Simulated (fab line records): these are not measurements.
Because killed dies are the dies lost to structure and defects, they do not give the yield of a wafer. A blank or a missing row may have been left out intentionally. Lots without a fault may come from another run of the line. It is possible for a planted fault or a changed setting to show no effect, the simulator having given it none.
fab line records	flow gf180mcu
record: lots: 24	wafers: 72	last_day: 34
route steps=602 shown V1@357 V3@430 V4@501 MIM@510 V5@556
lots that met no fault: taken from a fault-free run of the same line
start_h: hours from the record's first day to the start of the lot's first wafer shown	wait_h: time in hours since the lot's previous step	" the same as in the row above	L1.1+2: one row covering several wafers at once	- either no value or no given start	* or withheld: withheld	< > ~ a bound
route shown NAME@n: names a module that has steps shown in the file, with the first one's number in the route	usual: mean/standard deviation taken from wafers without a fault	same: alike in all rows	chamber/n: place in a boat	sites: each site's reading	_std_site: their standard deviation	_edge_site: inner sites' mean taken away from outer sites' mean	radius_mm: for every site, how far away it sits from the centre of the wafer	mask NAME#n: copy n	behind: the most recent tool/chamber to have shaped the wafer	hold: what put the lot on hold/how long, in hours/how the hold closed	device: transistor that didn't switch, given as n, p or np	end of line: the same wafers' tests at the end of the route	for a step that has no rows: nothing shown but its recipe	killed: at the first sort, the dies lost to defects and structure; wafer yield is something else	map: a wafer's dies, x killed, . not, _ none there
set.NAME: setting as actually run; set.NAME@STEP: the setting as run at that earlier step	model.NAME: the simulator's own value behind a step, which no gauge read
route steps across a sampled set of lots; one table per step, one row per wafer
services: when a tool's chamber went out of use (start_h, in hours from the record's first day, below 0 if earlier), for how many hours, and the reason
== steps ==
step: GF_V1_SPUTTER_22
recipe: material: TiN	target_thk_nm: 10	chamber_pressure_pa: 5	power_w: 4000	time_s: 40
usual: throttle_valve_pct: 30.1/1.1
same: time_s: 40
lot.wafer	tool	chamber	start_h	wait_h	throttle_valve_pct
L074.2	pvd_sputter-03	-	410.30	0.0	30.8
L074.5	"	-	"	"	30.9
L074.6	"	-	"	"	30.0
L075.2	pvd_sputter-03	-	437.18	0.0	28.5
L075.4	"	-	"	"	30.6
L075.5	"	-	"	"	30.6
L077.4	pvd_sputter-03	-	446.06	0.0	28.3
L077.5	"	-	"	"	29.5
L077.6	"	-	"	"	30.0
L076.3	pvd_sputter-03	-	450.12	0.0	30.7
L076.4	"	-	"	"	30.1
L076.6	"	-	"	"	29.3
L078.1	pvd_sputter-01	-	457.13	0.0	31.6
L078.2	"	-	"	"	30.6
L078.4	"	-	"	"	29.0
L079.2	pvd_sputter-04	-	468.39	0.0	30.9
L079.4	"	-	"	"	28.7
L079.6	"	-	"	"	30.5
L080.1	pvd_sputter-04	-	469.72	0.0	28.7
L080.3	"	-	"	"	30.6
L080.5	"	-	"	"	28.7
L081.1	pvd_sputter-04	-	484.22	0.0	31.0
L081.2	"	-	"	"	30.5
L081.4	"	-	"	"	31.4
L082.2	pvd_sputter-03	-	493.19	0.0	30.3
L082.5	"	-	"	"	30.2
L082.6	"	-	"	"	29.5
L083.1	pvd_sputter-04	-	505.15	0.0	31.2
L083.5	"	-	"	"	28.7
L083.6	"	-	"	"	31.7
L084.1	pvd_sputter-01	-	507.02	0.0	30.8
L084.2	"	-	"	"	29.1
L084.5	"	-	"	"	29.1
L085.1	pvd_sputter-03	-	516.72	0.0	30.5
L085.5	"	-	"	"	28.5
L085.6	"	-	"	"	29.1
L086.1	pvd_sputter-04	-	519.49	0.0	30.3
L086.4	"	-	"	"	31.5
L086.5	"	-	"	"	30.4
L087.1	pvd_sputter-03	-	527.53	0.0	28.5
L087.3	"	-	"	"	29.2
L087.6	"	-	"	"	30.9
L088.1	pvd_sputter-03	-	535.65	0.0	28.6
L088.3	"	-	"	"	29.7
L088.4	"	-	"	"	29.9
L089.1	pvd_sputter-04	-	545.47	0.0	30.4
L089.3	"	-	"	"	28.5
L089.6	"	-	"	"	30.5
L090.1	pvd_sputter-04	-	551.45	0.0	30.7
L090.3	"	-	"	"	31.3
L090.5	"	-	"	"	30.2
L091.1	pvd_sputter-04	-	557.38	0.0	30.5
L091.4	"	-	"	"	30.6
L091.6	"	-	"	"	31.6
L092.1	pvd_sputter-04	-	570.78	0.0	31.1
L092.3	"	-	"	"	31.2
L092.4	"	-	"	"	31.3
L093.4	pvd_sputter-01	-	574.98	0.0	31.6
L093.5	"	-	"	"	31.6
L093.6	"	-	"	"	30.1
L094.1	pvd_sputter-03	-	586.33	0.0	30.1
L094.2	"	-	"	"	28.0
L094.6	"	-	"	"	29.4
L095.1	pvd_sputter-01	-	593.59	0.0	31.9
L095.2	"	-	"	"	30.5
L095.4	"	-	"	"	29.2
L096.1	pvd_sputter-04	-	596.38	0.0	28.6
L096.3	"	-	"	"	30.9
L096.5	"	-	"	"	28.6
L097.2	pvd_sputter-01	-	601.79	0.0	30.6
L097.3	"	-	"	"	29.2
L097.6	"	-	"	"	28.8
step: GF_V3_THK_MEAS_01
recipe: reads: SiO2_of_V3_CVD_00
usual: V3_CVD_00_THK: 597/6.7
lot.wafer	tool	chamber	start_h	wait_h	V3_CVD_00_THK[nm]
L074.2	film_metro-04	-	488.00	0.0	595
L074.5	"	-	"	"	590
L074.6	"	-	"	"	580
L075.2	film_metro-03	-	513.94	0.0	603
L075.4	"	-	"	"	594
L075.5	"	-	"	"	586
L077.4	film_metro-04	-	521.24	0.0	597
L077.5	"	-	"	"	599
L077.6	"	-	"	"	601
L076.3	film_metro-04	-	525.89	0.1	588
L076.4	"	-	"	"	599
L076.6	"	-	"	"	596
L078.1	film_metro-04	-	532.33	0.0	607
L078.2	"	-	"	"	595
L078.4	"	-	"	"	597
L079.2	film_metro-02	-	543.79	0.0	605
L079.4	"	-	"	"	600
L079.6	"	-	"	"	606
L080.1	film_metro-03	-	545.68	0.0	599
L080.3	"	-	"	"	606
L080.5	"	-	"	"	602
L081.1	film_metro-03	-	557.96	0.0	600
L081.2	"	-	"	"	604
L081.4	"	-	"	"	605
L082.2	film_metro-04	-	565.87	0.0	602
L082.5	"	-	"	"	610
L082.6	"	-	"	"	598
L083.1	film_metro-02	-	578.03	0.0	585
L083.5	"	-	"	"	597
L083.6	"	-	"	"	591
L084.1	film_metro-04	-	579.23	0.0	609
L084.2	"	-	"	"	612
L084.5	"	-	"	"	601
L085.1	film_metro-03	-	587.54	0.0	592
L085.5	"	-	"	"	593
L085.6	"	-	"	"	596
L086.1	film_metro-03	-	590.67	0.0	605
L086.4	"	-	"	"	595
L086.5	"	-	"	"	587
L087.1	film_metro-02	-	597.48	0.0	593
L087.3	"	-	"	"	593
L087.6	"	-	"	"	607
L088.1	film_metro-02	-	606.68	0.0	596
L088.3	"	-	"	"	605
L088.4	"	-	"	"	603
L089.1	film_metro-04	-	614.79	0.0	600
L089.3	"	-	"	"	607
L089.6	"	-	"	"	599
L090.1	film_metro-03	-	619.20	0.1	598
L090.3	"	-	"	"	600
L090.5	"	-	"	"	603
L091.1	film_metro-02	-	625.86	0.0	596
L091.4	"	-	"	"	591
L091.6	"	-	"	"	594
L092.1	film_metro-03	-	638.09	0.0	600
L092.3	"	-	"	"	598
L092.4	"	-	"	"	599
L093.4	film_metro-04	-	642.20	0.0	599
L093.5	"	-	"	"	601
L093.6	"	-	"	"	597
L094.1	film_metro-04	-	651.30	0.0	593
L094.2	"	-	"	"	607
L094.6	"	-	"	"	597
L095.1	film_metro-04	-	659.92	0.0	600
L095.2	"	-	"	"	604
L095.4	"	-	"	"	594
L096.1	film_metro-02	-	662.10	0.0	599
L096.3	"	-	"	"	601
L096.5	"	-	"	"	594
L097.2	film_metro-04	-	666.95	0.0	590
L097.3	"	-	"	"	600
L097.6	"	-	"	"	593
step: GF_V3_THK_MEAS_03
recipe: reads: SiO2_of_V3_CVD_02
usual: V3_CVD_02_THK: 843/9.3
lot.wafer	tool	chamber	start_h	wait_h	V3_CVD_02_THK[nm]
L074.2	film_metro-04	-	488.12	0.0	835
L074.5	"	-	"	"	851
L074.6	"	-	"	"	860
L075.2	film_metro-02	-	514.07	0.0	842
L075.4	"	-	"	"	860
L075.5	"	-	"	"	843
L077.4	film_metro-03	-	521.37	0.0	840
L077.5	"	-	"	"	845
L077.6	"	-	"	"	850
L076.3	film_metro-03	-	526.01	0.1	835
L076.4	"	-	"	"	845
L076.6	"	-	"	"	848
L078.1	film_metro-04	-	532.46	0.0	833
L078.2	"	-	"	"	832
L078.4	"	-	"	"	849
L079.2	film_metro-04	-	543.91	0.0	837
L079.4	"	-	"	"	853
L079.6	"	-	"	"	843
L080.1	film_metro-04	-	545.81	0.0	837
L080.3	"	-	"	"	831
L080.5	"	-	"	"	849
L081.1	film_metro-02	-	558.09	0.0	842
L081.2	"	-	"	"	838
L081.4	"	-	"	"	848
L082.2	film_metro-02	-	566.00	0.0	834
L082.5	"	-	"	"	846
L082.6	"	-	"	"	850
L083.1	film_metro-03	-	578.19	0.1	835
L083.5	"	-	"	"	850
L083.6	"	-	"	"	851
L084.1	film_metro-03	-	579.36	0.0	834
L084.2	"	-	"	"	843
L084.5	"	-	"	"	846
L085.1	film_metro-04	-	587.71	0.1	825
L085.5	"	-	"	"	840
L085.6	"	-	"	"	846
L086.1	film_metro-03	-	590.80	0.0	841
L086.4	"	-	"	"	853
L086.5	"	-	"	"	854
L087.1	film_metro-02	-	597.61	0.0	847
L087.3	"	-	"	"	840
L087.6	"	-	"	"	855
L088.1	film_metro-02	-	606.81	0.0	846
L088.3	"	-	"	"	828
L088.4	"	-	"	"	842
L089.1	film_metro-04	-	614.92	0.0	831
L089.3	"	-	"	"	828
L089.6	"	-	"	"	844
L090.1	film_metro-02	-	619.33	0.0	819
L090.3	"	-	"	"	826
L090.5	"	-	"	"	840
L091.1	film_metro-04	-	625.99	0.0	836
L091.4	"	-	"	"	847
L091.6	"	-	"	"	853
L092.1	film_metro-04	-	638.22	0.0	841
L092.3	"	-	"	"	855
L092.4	"	-	"	"	853
L093.4	film_metro-04	-	642.33	0.0	853
L093.5	"	-	"	"	846
L093.6	"	-	"	"	855
L094.1	film_metro-02	-	651.43	0.0	836
L094.2	"	-	"	"	843
L094.6	"	-	"	"	837
L095.1	film_metro-03	-	660.05	0.0	851
L095.2	"	-	"	"	837
L095.4	"	-	"	"	850
L096.1	film_metro-04	-	662.23	0.0	839
L096.3	"	-	"	"	836
L096.5	"	-	"	"	854
L097.2	film_metro-02	-	667.08	0.0	846
L097.3	"	-	"	"	852
L097.6	"	-	"	"	870
step: GF_V4_THK_MEAS_25
recipe: thk_meas_gauge: xrf	reads: W_of_V4_CVD_23
usual: V4_W_THK: 366/5.9
lot.wafer	tool	chamber	start_h	wait_h	V4_W_THK[nm]
L074.2	film_metro-02	-	561.33	0.1	360
L074.5	"	-	"	"	369
L074.6	"	-	"	"	360
L075.2	film_metro-01	-	585.92	0.1	368
L075.4	"	-	"	"	369
L075.5	"	-	"	"	369
L077.4	film_metro-02	-	593.68	0.1	370
L077.5	"	-	"	"	369
L077.6	"	-	"	"	371
L076.3	film_metro-01	-	596.69	0.1	364
L076.4	"	-	"	"	371
L076.6	"	-	"	"	370
L078.1	film_metro-02	-	602.74	0.1	374
L078.2	"	-	"	"	376
L078.4	"	-	"	"	365
L079.2	film_metro-02	-	612.95	0.1	367
L079.4	"	-	"	"	373
L079.6	"	-	"	"	365
L080.1	film_metro-02	-	614.49	0.1	364
L080.3	"	-	"	"	370
L080.5	"	-	"	"	365
L081.1	film_metro-02	-	627.23	0.1	375
L081.2	"	-	"	"	376
L081.4	"	-	"	"	371
L082.2	film_metro-03	-	633.84	0.1	369
L082.5	"	-	"	"	359
L082.6	"	-	"	"	365
L083.1	film_metro-02	-	644.33	0.1	378
L083.5	"	-	"	"	379
L083.6	"	-	"	"	378
L084.1	film_metro-02	-	645.84	0.1	361
L084.2	"	-	"	"	362
L084.5	"	-	"	"	362
L085.1	film_metro-02	-	653.52	0.1	371
L085.5	"	-	"	"	371
L085.6	"	-	"	"	364
L086.1	film_metro-02	-	656.54	0.1	367
L086.4	"	-	"	"	372
L086.5	"	-	"	"	371
L087.1	film_metro-03	-	662.58	0.1	359
L087.3	"	-	"	"	360
L087.6	"	-	"	"	360
L088.1	film_metro-03	-	671.69	0.1	360
L088.3	"	-	"	"	360
L088.4	"	-	"	"	357
L089.1	film_metro-01	-	678.87	0.1	377
L089.3	"	-	"	"	379
L089.6	"	-	"	"	375
L090.1	film_metro-03	-	684.34	0.1	369
L090.3	"	-	"	"	370
L090.5	"	-	"	"	371
L091.1	film_metro-02	-	689.91	0.1	362
L091.4	"	-	"	"	369
L091.6	"	-	"	"	359
L092.1	film_metro-01	-	701.25	0.1	360
L092.3	"	-	"	"	368
L092.4	"	-	"	"	365
L093.4	film_metro-03	-	704.85	0.1	362
L093.5	"	-	"	"	361
L093.6	"	-	"	"	361
L094.1	film_metro-02	-	712.49	0.1	375
L094.2	"	-	"	"	368
L094.6	"	-	"	"	372
L095.1	film_metro-03	-	720.87	0.1	359
L095.2	"	-	"	"	356
L095.4	"	-	"	"	361
L096.1	film_metro-01	-	723.22	0.1	363
L096.3	"	-	"	"	370
L096.5	"	-	"	"	363
L097.2	film_metro-03	-	727.22	0.1	361
L097.3	"	-	"	"	361
L097.6	"	-	"	"	362
step: GF_MIM_SPUTTER_07
recipe: material: TiN	target_thk_nm: 60	power_w: 6500	time_s: 50	chamber_pressure_pa: 0.4
usual: throttle_valve_pct: 30.3/1
same: time_s: 50
lot.wafer	tool	chamber	start_h	wait_h	throttle_valve_pct
L074.2	pvd_sputter-04	-	561.99	0.0	30.6
L074.5	"	-	"	"	31.1
L074.6	"	-	"	"	31.3
L075.2	pvd_sputter-01	-	586.59	0.0	30.1
L075.4	"	-	"	"	30.6
L075.5	"	-	"	"	31.5
L077.4	pvd_sputter-01	-	594.33	0.0	30.0
L077.5	"	-	"	"	30.6
L077.6	"	-	"	"	30.1
L076.3	pvd_sputter-04	-	597.34	0.0	31.4
L076.4	"	-	"	"	28.7
L076.6	"	-	"	"	28.6
L078.1	pvd_sputter-02	-	603.41	0.1	30.0
L078.2	"	-	"	"	28.3
L078.4	"	-	"	"	29.8
L079.2	pvd_sputter-04	-	613.61	0.0	31.5
L079.4	"	-	"	"	31.0
L079.6	"	-	"	"	31.0
L080.1	pvd_sputter-02	-	615.17	0.1	28.5
L080.3	"	-	"	"	32.2
L080.5	"	-	"	"	29.8
L081.1	pvd_sputter-04	-	627.99	0.1	31.3
L081.2	"	-	"	"	28.9
L081.4	"	-	"	"	31.2
L082.2	pvd_sputter-01	-	634.50	0.0	29.2
L082.5	"	-	"	"	30.8
L082.6	"	-	"	"	29.3
L083.1	pvd_sputter-02	-	645.01	0.1	30.1
L083.5	"	-	"	"	29.9
L083.6	"	-	"	"	31.6
L084.1	pvd_sputter-01	-	646.51	0.1	31.6
L084.2	"	-	"	"	30.0
L084.5	"	-	"	"	31.7
L085.1	pvd_sputter-02	-	654.20	0.1	32.2
L085.5	"	-	"	"	28.5
L085.6	"	-	"	"	30.2
L086.1	pvd_sputter-01	-	657.22	0.1	30.2
L086.4	"	-	"	"	29.0
L086.5	"	-	"	"	30.8
L087.1	pvd_sputter-04	-	663.26	0.1	30.8
L087.3	"	-	"	"	28.8
L087.6	"	-	"	"	31.0
L088.1	pvd_sputter-01	-	672.36	0.1	29.1
L088.3	"	-	"	"	30.5
L088.4	"	-	"	"	29.2
L089.1	pvd_sputter-04	-	679.55	0.1	30.4
L089.3	"	-	"	"	31.1
L089.6	"	-	"	"	31.3
L090.1	pvd_sputter-02	-	685.01	0.1	30.1
L090.3	"	-	"	"	32.1
L090.5	"	-	"	"	31.7
L091.1	pvd_sputter-02	-	690.59	0.1	30.0
L091.4	"	-	"	"	30.1
L091.6	"	-	"	"	28.6
L092.1	pvd_sputter-02	-	702.18	0.1	31.6
L092.3	"	-	"	"	28.7
L092.4	"	-	"	"	29.8
L093.4	pvd_sputter-02	-	705.50	0.0	29.8
L093.5	"	-	"	"	31.8
L093.6	"	-	"	"	29.7
L094.1	pvd_sputter-04	-	713.16	0.1	29.1
L094.2	"	-	"	"	31.0
L094.6	"	-	"	"	31.6
L095.1	pvd_sputter-01	-	721.55	0.1	31.3
L095.2	"	-	"	"	30.5
L095.4	"	-	"	"	30.1
L096.1	pvd_sputter-01	-	723.89	0.1	29.7
L096.3	"	-	"	"	31.3
L096.5	"	-	"	"	31.4
L097.2	pvd_sputter-04	-	727.89	0.0	31.2
L097.3	"	-	"	"	30.9
L097.6	"	-	"	"	31.4
step: GF_V5_ETCH_16
recipe: chemistry: N2/H2	target_depth_a: withheld	overetch_a: withheld	time_s: withheld	target: BARC	ion_energy_ev: 200	source_w: 500	bias_w: 100	pressure_mtorr: 30	n2_flow_sccm: 100	h2_flow_sccm: 200
usual: drypump_motor_current_A: 5.7/0.5	oes_product_au: 0.855/0.0044	rf_fwd_power_W: 495.4/2	throttle_valve_pct: 13.225/0.0098
lot.wafer	tool	chamber	start_h	wait_h	drypump_motor_current_A	oes_product_au	rf_fwd_power_W	throttle_valve_pct
L074.2	rie_diel-03	3	626.82	0.0	6.2	0.850	496.3	13.204
L074.5	"	2	"	"	5.9	0.854	497.3	13.218
L074.6	"	1	"	"	6.1	0.853	497.7	13.217
L075.2	rie_diel-02	3	650.06	0.0	5.8	0.854	495.0	13.245
L075.4	"	2	"	"	5.5	0.855	498.2	13.219
L075.5	"	0	"	"	5.4	0.845	495.4	13.227
L077.4	rie_diel-04	0	657.56	0.0	5.0	0.855	497.2	13.230
L077.5	"	2	"	"	6.6	0.856	491.3	13.229
L077.6	"	1	"	"	5.5	0.853	495.6	13.213
L076.3	rie_diel-04	2	660.19	0.0	6.5	0.848	489.3	13.225
L076.4	"	0	"	"	5.0	0.850	496.2	13.227
L076.6	"	2	"	"	6.6	0.860	492.9	13.215
L078.1	rie_diel-03	2	664.86	0.0	5.8	0.851	497.1	13.227
L078.2	"	1	"	"	6.1	0.851	496.3	13.226
L078.4	"	0	"	"	4.9	0.853	497.0	13.211
L079.2	rie_diel-04	0	675.81	0.0	4.9	0.863	495.8	13.233
L079.4	"	1	"	"	5.5	0.847	493.2	13.225
L079.6	"	0	"	"	5.0	0.859	495.5	13.210
L080.1	rie_diel-02	1	677.07	0.0	6.2	0.858	498.2	13.229
L080.3	"	0	"	"	5.4	0.847	496.5	13.237
L080.5	"	2	"	"	5.5	0.847	495.8	13.224
L081.1	rie_diel-03	0	688.76	0.0	4.9	0.850	495.8	13.225
L081.2	"	2	"	"	5.8	0.853	498.2	13.227
L081.4	"	3	"	"	6.2	0.860	499.6	13.236
L082.2	rie_diel-02	2	694.64	0.0	5.5	0.856	494.5	13.219
L082.5	"	3	"	"	5.8	0.857	492.3	13.226
L082.6	"	0	"	"	5.4	0.859	499.3	13.230
L083.1	rie_diel-03	0	704.72	0.0	4.9	0.853	496.7	13.222
L083.5	"	2	"	"	5.9	0.855	494.8	13.230
L083.6	"	3	"	"	6.2	0.865	497.3	13.223
L084.1	rie_diel-02	2	706.09	0.0	5.5	0.852	496.4	13.218
L084.2	"	1	"	"	6.3	0.855	494.0	13.206
L084.5	"	0	"	"	5.4	0.850	496.6	13.209
L085.1	rie_diel-02	0	713.61	0.0	5.4	0.855	496.1	13.220
L085.5	"	1	"	"	6.2	0.853	497.1	13.231
L085.6	"	0	"	"	5.4	0.859	495.3	13.222
L086.1	rie_diel-03	0	716.16	0.0	4.9	0.856	497.7	13.233
L086.4	"	0	"	"	4.9	0.856	497.2	13.212
L086.5	"	2	"	"	5.8	0.858	496.6	13.216
L087.1	rie_diel-02	1	721.66	0.0	6.2	0.854	498.8	13.236
L087.3	"	3	"	"	5.8	0.855	494.1	13.221
L087.6	"	1	"	"	6.2	0.862	497.5	13.210
L088.1	rie_diel-04	0	729.91	0.0	4.9	0.849	493.8	13.232
L088.3	"	3	"	"	4.9	0.857	492.4	13.224
L088.4	"	2	"	"	6.5	0.854	491.5	13.225
L089.1	rie_diel-04	2	737.06	0.0	6.6	0.854	494.9	13.221
L089.3	"	3	"	"	4.8	0.848	494.2	13.212
L089.6	"	1	"	"	5.5	0.859	495.1	13.204
L090.1	rie_diel-02	3	742.06	0.0	5.8	0.862	492.3	13.241
L090.3	"	1	"	"	6.2	0.859	495.4	13.223
L090.5	"	0	"	"	5.4	0.853	496.9	13.238
L091.1	rie_diel-02	3	746.79	0.0	5.8	0.849	495.2	13.212
L091.4	"	0	"	"	5.4	0.857	498.5	13.231
L091.6	"	3	"	"	5.8	0.855	494.1	13.221
L092.1	rie_diel-04	3	756.71	0.0	4.9	0.853	494.2	13.243
L092.3	"	0	"	"	4.9	0.859	497.6	13.221
L092.4	"	1	"	"	5.6	0.849	495.2	13.213
L093.4	rie_diel-02	3	759.73	0.0	5.8	0.854	493.9	13.234
L093.5	"	1	"	"	6.3	0.851	497.8	13.218
L093.6	"	0	"	"	5.4	0.859	494.2	13.231
L094.1	rie_diel-03	1	766.21	0.0	6.1	0.859	495.7	13.232
L094.2	"	3	"	"	6.2	0.849	498.4	13.222
L094.6	"	3	"	"	6.2	0.850	499.1	13.231
L095.1	rie_diel-02	3	773.86	0.0	5.8	0.853	495.2	13.227
L095.2	"	0	"	"	5.4	0.854	496.6	13.220
L095.4	"	2	"	"	5.5	0.851	496.4	13.231
L096.1	rie_diel-03	3	776.44	0.0	6.2	0.858	498.0	13.248
L096.3	"	1	"	"	6.1	0.849	495.2	13.238
L096.5	"	3	"	"	6.3	0.851	497.4	13.211
L097.2	rie_diel-04	2	778.79	0.0	6.6	0.862	493.5	13.215
L097.3	"	0	"	"	4.9	0.856	494.1	13.236
L097.6	"	1	"	"	5.5	0.862	497.8	13.219
== services ==
tool	chamber	start_h	hours	kind
rie_diel-03	-	413.72	0.7	repair
rie_diel-04	1	415.14	5.4	repair
pvd_sputter-04	-	431.44	1.6	repair
pvd_sputter-04	-	436.77	1.8	repair
pvd_sputter-02	-	445.71	32.1	repair
rie_diel-02	-	462.71	0.5	repair
pvd_sputter-02	-	473.24	0.8	repair
pvd_sputter-02	-	479.52	6.8	repair
pvd_sputter-03	-	507.62	8.4	repair
pvd_sputter-02	-	530.37	2.5	repair
pvd_sputter-01	-	539.85	2.2	repair
pvd_sputter-04	-	540.96	4.4	repair
rie_diel-04	3	556.55	11.4	repair
pvd_sputter-02	-	561.33	5.5	repair
rie_diel-04	2	584.23	11.4	repair
rie_diel-03	3	593.50	6.9	repair
rie_diel-03	0	599.70	8.5	repair
rie_diel-04	1	604.97	20.0	repair
pvd_sputter-03	-	634.02	12.6	repair
rie_diel-03	-	647.53	0.2	repair
rie_diel-02	0	715.37	12.7	repair
pvd_sputter-02	-	736.94	1.0	repair
pvd_sputter-02	-	744.77	2.6	repair
pvd_sputter-01	-	751.72	1.5	repair
== key ==
fault none
